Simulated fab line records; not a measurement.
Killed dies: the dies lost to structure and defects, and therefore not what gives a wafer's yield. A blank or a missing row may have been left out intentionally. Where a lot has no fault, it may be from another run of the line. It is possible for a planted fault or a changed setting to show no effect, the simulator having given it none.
One fault through the eyes of 2 desks + flow sky130 + what lay behind the numbers comes last; until then each desk has only its own

## FOR THE TOOL OWNER'S DESK: cvd-w-01
The tool's own readings at SKY_VIA2_CVD_21 (deposits W, target thk 420 nm, time 126.4 s): means of the sampled wafers that have a number, for each lot that ran on this tool. A lot is out of limits, marked OUT, if its mean lies more than 4 standard deviations from the usual mean; the brackets give that distance.
Columns: A = heater-power-w at SKY_VIA2_CVD_21, usual 867 W
| lot  | first seen here | A    |
|------|-----------------|------|
| L157 | day 35 21:53    | 1003 |
| L161 | day 38 05:49    | 1016 |
| L163 | day 38 11:05    | 1020 |
| L175 | day 42 14:11    | 881  |
| L177 | day 42 20:41    | 951  |
| L178 | day 42 22:32    | 867  |
Finding of this desk: none of the 6 lots has anything out of limits.

## METROLOGY DESK
What the gauges read for every lot (on any tool): the sampled wafers with a number, averaged. A lot is out of limits, marked OUT, if its mean lies more than 4 standard deviations from the usual mean; the brackets give that distance.
Columns: A = cd-nm at SKY_VIA2_CD_MEAS_12, usual 199.7 nm; B = VIA2_W_RS at SKY_VIA2_RS_MEAS_22, usual 0.273 ohm/sq; C = VIA2_W_THK at SKY_VIA2_THK_MEAS_23, usual 412 nm
| lot  | first seen here | A     | B               | C             |
|------|-----------------|-------|-----------------|---------------|
| L157 | day 35 20:59    | 201.4 | 0.275           | 407           |
| L158 | day 36 15:42    | 200.2 | 0.271           | 412           |
| L162 | day 38 04:11    | 198.7 | 0.272           | 416           |
| L161 | day 38 04:54    | 200.1 | 0.418 (+44) OUT | 330 (-12) OUT |
| L163 | day 38 10:11    | 198.5 | 0.419 (+44) OUT | 333 (-12) OUT |
| L171 | day 40 13:26    | 199.9 | 0.272           | 419           |
| L175 | day 42 13:16    | 200.0 | 0.270           | 408           |
| L177 | day 42 19:47    | 201.4 | 0.277           | 408           |
| L178 | day 42 21:37    | 198.1 | 0.274           | 411           |
| L176 | day 42 23:46    | 199.9 | 0.276           | 401           |
| L179 | day 43 03:40    | 199.0 | 0.274           | 402           |
Per this desk, out of limits: L161, L163; the first was L161, day 38 05:57 (VIA2_W_RS at SKY_VIA2_RS_MEAS_22). Within limits: L157, L158, L162, L171, L175, L177, L178, L176, L179.

## TAKEN TOGETHER
The metrology desk could have raised an alarm at day 38 05:57, on L161, L163.
The desk of the tool owner found nothing out of limits.
Tool owner's desk: L161, L163 on record, inside its limits.
SKY_VIA2_CVD_21 was run on cvd-w-01 by each of the lots named.

## WHAT THE SIMULATOR HAD INSERTED
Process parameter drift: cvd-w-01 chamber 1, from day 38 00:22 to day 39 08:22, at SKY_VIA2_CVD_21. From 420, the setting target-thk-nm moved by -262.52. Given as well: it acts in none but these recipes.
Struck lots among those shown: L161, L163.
Per desk, hours elapsed from the start of the fault to the first reading out of limits: for the metrology desk, 6.
